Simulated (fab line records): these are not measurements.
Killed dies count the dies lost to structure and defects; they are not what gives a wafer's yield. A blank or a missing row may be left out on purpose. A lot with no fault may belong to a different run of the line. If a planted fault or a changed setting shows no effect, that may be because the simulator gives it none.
One fault through the eyes of 2 desks :: flow sfq line :: each desk has only its own numbers; what lay behind them comes last

== FROM THE METROLOGY DESK ==
What the gauges read, lot by lot, whatever tool the lot ran on: means of the sampled wafers that have a number. A lot is out of limits, marked OUT, if its mean lies more than 4 standard deviations from the usual mean; the brackets give that distance.
Columns: A = INCOMING_BOW at SFQ_INCOMING_BOW_MEAS_900, usual 1 um; B = L0_MONX_KI_RS at SFQ_L0_RS_MEAS_901, usual 43.5 ohm/sq; C = L0_MONX_KI_THK at SFQ_L0_THK_MEAS_902, usual 40.0 nm
lot: L688
first seen here: day 1 20:01
A: 2
B: 43.8
C: 39.9

lot: L699
first seen here: day 4 03:00
A: -3
B: 43.0
C: 40.4

lot: L702
first seen here: day 4 18:00
A: -1
B: 43.2
C: 40.2

lot: L703
first seen here: day 4 23:01
A: -1
B: 43.8
C: 39.9

lot: L705
first seen here: day 5 09:00
A: 1
B: 43.4
C: 40.1

lot: L708
first seen here: day 6 00:00
A: 1
B: 43.6
C: 39.7
This desk found nothing out of limits on any of the 6 lots.

== FOR THE TOOL OWNER'S DESK: litho track-04 ==
The tool's own readings at SFQ_TRILAYER_L0_LITHO_COAT_005 (resist thk 600 nm): means of the sampled wafers that have a number, for each lot that ran on this tool. A lot is out of limits, marked OUT, if its mean lies more than 4 standard deviations from the usual mean; the brackets give that distance.
Columns: A = resist line temp C at SFQ_TRILAYER_L0_LITHO_COAT_005, usual 22.98 C; B = spin speed rpm at SFQ_TRILAYER_L0_LITHO_COAT_005, usual 2999.8 rpm
lot: L699
first seen here: day 4 06:02
A: 22.96
B: 2999.3

lot: L702
first seen here: day 4 21:02
A: 22.98
B: 2619.0 (-99 or more) OUT

lot: L703
first seen here: day 5 02:05
A: 22.94
B: 2622.2 (-99 or more) OUT
This desk's finding: out of limits on L702, L703; first on L702, day 4 21:02 (spin speed rpm at SFQ_TRILAYER_L0_LITHO_COAT_005). L699: within limits.

== PUT TOGETHER ==
The tool owner's desk had the chance to raise an alarm at day 4 21:02 on L702, L703.
At the metrology desk, nothing out of limits was observed.
The metrology desk has L702, L703 on record, within its limits.
Of the lots named, all ran SFQ_TRILAYER_L0_LITHO_COAT_005 on litho track-04.

== WHAT WAS PUT IN BY THE SIMULATOR ==
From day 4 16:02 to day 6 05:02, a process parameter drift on litho track-04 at SFQ_TRILAYER_L0_LITHO_COAT_005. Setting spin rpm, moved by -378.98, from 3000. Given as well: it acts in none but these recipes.
Lots struck among those shown: L702, L703.
Each desk's first reading out of limits, in hours after the fault started: the tool owner's desk, 5.
